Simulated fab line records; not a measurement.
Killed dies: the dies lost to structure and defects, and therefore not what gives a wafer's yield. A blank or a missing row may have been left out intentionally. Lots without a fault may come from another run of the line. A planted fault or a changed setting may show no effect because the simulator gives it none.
Chamber matching / flow sky130 / 3 sister chambers for SKY_CAP2M_CVD_00 on pecvd-02
The step deposits SiO2, target thk 15.5 nm. 3 wafers are shown with their chamber, then 8 later ones without.

== WAFERS WITH THEIR CHAMBER ==
wafer=L093.4; chamber=2; heaterPowerW (W)=640
wafer=L093.5; chamber=1; heaterPowerW (W)=653
wafer=L094.3; chamber=0; heaterPowerW (W)=570

== WAFERS WHOSE CHAMBER IS MISSING ==
wafer=L094.5; heaterPowerW (W)=715
wafer=L094.6; heaterPowerW (W)=573
wafer=L096.1; heaterPowerW (W)=618
wafer=L096.2; heaterPowerW (W)=569
wafer=L096.3; heaterPowerW (W)=768
wafer=L097.2; heaterPowerW (W)=646
wafer=L097.4; heaterPowerW (W)=598
wafer=L097.5; heaterPowerW (W)=624

== CHAMBER TAKEN BY EACH ==
wafer=L094.5; from the rows above=can't be placed: 1 or 2 or 0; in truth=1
wafer=L094.6; from the rows above=can't be placed: 0 or 2 or 1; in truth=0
wafer=L096.1; from the rows above=can't be placed: 2 or 1 or 0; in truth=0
wafer=L096.2; from the rows above=can't be placed: 0 or 2 or 1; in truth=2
wafer=L096.3; from the rows above=can't be placed: 1 or 2 or 0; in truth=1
wafer=L097.2; from the rows above=can't be placed: 2 or 1 or 0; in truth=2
wafer=L097.4; from the rows above=can't be placed: 0 or 2 or 1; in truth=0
wafer=L097.5; from the rows above=can't be placed: 2 or 1 or 0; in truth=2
Placed correctly: 0 of 8. These rows do not allow placing 8 (true chamber among the candidates in 8). Placed wrongly: 0.
How it was worked out, from the rows above alone: a wafer's distance from a chamber is the root of the sum, over the readings, of the square of ((its reading less the chamber's mean) divided by the reading's scatter). The wafer belongs to the nearest chamber; if the next one is less than 2 further off, it can't be placed. A chamber's mean is the mean of its shown wafers. The scatter: with one shown wafer a chamber, the root of the mean of the squares of how far each hidden wafer lies from its nearest shown one.
